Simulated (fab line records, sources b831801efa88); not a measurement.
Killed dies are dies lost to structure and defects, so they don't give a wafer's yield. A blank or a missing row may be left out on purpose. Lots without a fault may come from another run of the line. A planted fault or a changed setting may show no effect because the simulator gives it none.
Which tool did it? | flow gf180mcu | 11 lots, 33 wafers sampled, at 4 steps of a route of 602

WHAT THE GAUGES READ, wafer by wafer
GF_HV_LDD_THK_MEAS_57.
lot  | measured     | on            | HV_LDD_CVD_56_THK (nm)
L993 | day 12 17:22 | film_metro-02 | 89.6 88.8 88.6
L994 | day 13 02:46 | film_metro-01 | 89.6 89.8 89.6
L996 | day 13 19:07 | film_metro-02 | 89.2 89.7 89.6
L997 | day 14 06:16 | film_metro-02 | 89.1 89.8 90.0
L100 | day 14 21:10 | film_metro-04 | 45.6 46.0 45.8
L109 | day 17 22:49 | film_metro-04 | 89.2 89.5 90.1
L110 | day 18 10:14 | film_metro-01 | 92.2 91.8 91.5
L112 | day 18 18:06 | film_metro-04 | 90.5 90.0 90.7
L113 | day 19 09:22 | film_metro-01 | 89.1 88.7 89.5
L114 | day 19 10:31 | film_metro-02 | 89.7 89.2 90.0
L116 | day 20 04:42 | film_metro-01 | 90.0 90.1 89.4

WHICH TOOL RAN EACH LOT (tool, then ch and the chambers of the sampled wafers, then the start)
lot  | GF_POLY_GATE_STRIP_14                | GF_HV_LDD_STRIP_49                   | GF_HV_LDD_CVD_56
L993 | plasma_asher-01 ch 0,1, day 9 08:14  | plasma_asher-01 ch 0,1, day 12 14:28 | lpcvd-02 ch 0, day 12 15:56
L994 | plasma_asher-04 ch 0,1, day 9 12:38  | plasma_asher-03 ch 0,1, day 12 22:14 | lpcvd-01 ch 1, day 13 01:20
L996 | plasma_asher-04 ch 0,1, day 10 05:20 | plasma_asher-01 ch 0,1, day 13 16:12 | lpcvd-01 ch 0, day 13 17:41
L997 | plasma_asher-04 ch 0,1, day 10 12:44 | plasma_asher-02 ch 1, day 14 03:20   | lpcvd-01 ch 1, day 14 04:49
L100 | plasma_asher-01 ch 0,1, day 11 08:05 | plasma_asher-01 ch 0,1, day 14 18:15 | lpcvd-02 ch 0, day 14 19:44
L109 | plasma_asher-03 ch 0,1, day 13 23:37 | plasma_asher-01 ch 0,1, day 17 19:54 | lpcvd-02 ch 0, day 17 21:23
L110 | plasma_asher-04 ch 0,1, day 14 09:23 | plasma_asher-01 ch 0,1, day 18 07:20 | lpcvd-01 ch 0, day 18 08:47
L112 | plasma_asher-04 ch 1, day 14 18:20   | plasma_asher-03 ch 0,1, day 18 15:10 | lpcvd-02 ch 1, day 18 16:40
L113 | plasma_asher-01 ch 0,1, day 15 05:05 | plasma_asher-03 ch 0,1, day 19 06:27 | lpcvd-01 ch 1, day 19 07:56
L114 | plasma_asher-03 ch 0,1, day 15 07:17 | plasma_asher-02 ch 0,1, day 19 07:36 | lpcvd-02 ch 1, day 19 09:05
L116 | plasma_asher-03 ch 0,1, day 15 22:50 | plasma_asher-02 ch 0,1, day 20 01:05 | lpcvd-01 ch 1, day 20 02:34
- GF_POLY_GATE_STRIP_14: strips in O2/N2.
- GF_HV_LDD_STRIP_49: strips in O2/N2.
- GF_HV_LDD_CVD_56: deposits Si3N4 from DCS/NH3, target thk 90 nm, time 1543 s.

THE ANSWER, worked out from the rows above alone
Rule: what is usual is taken from the lots themselves. Put in order of their means at a reading, lots are off if they are a third of the lots or fewer, leave a main group of 4 or more, and stand apart from it by a gap of 3 or more times the standard deviation of the main group's means; of several such gaps the widest counts. A main group whose means are all the same, to the digits that the tables above print for the reading, isn't used. A lot without any number at a reading at which 4 lots or more have one is off too. The other lots that the step has rows for count as sound.
Off: L100, at GF_HV_LDD_THK_MEAS_57 (HV_LDD_CVD_56_THK). The main group: mean 89.8 nm, standard deviation 0.76.
A tool fits if, at a process step before that reading, it ran every lot that is off, and no sound lot after the first of them. The gauges at GF_HV_LDD_THK_MEAS_57 are tried like those tools. None of those tried fits.

WHAT THE SIMULATOR HAD PUT IN
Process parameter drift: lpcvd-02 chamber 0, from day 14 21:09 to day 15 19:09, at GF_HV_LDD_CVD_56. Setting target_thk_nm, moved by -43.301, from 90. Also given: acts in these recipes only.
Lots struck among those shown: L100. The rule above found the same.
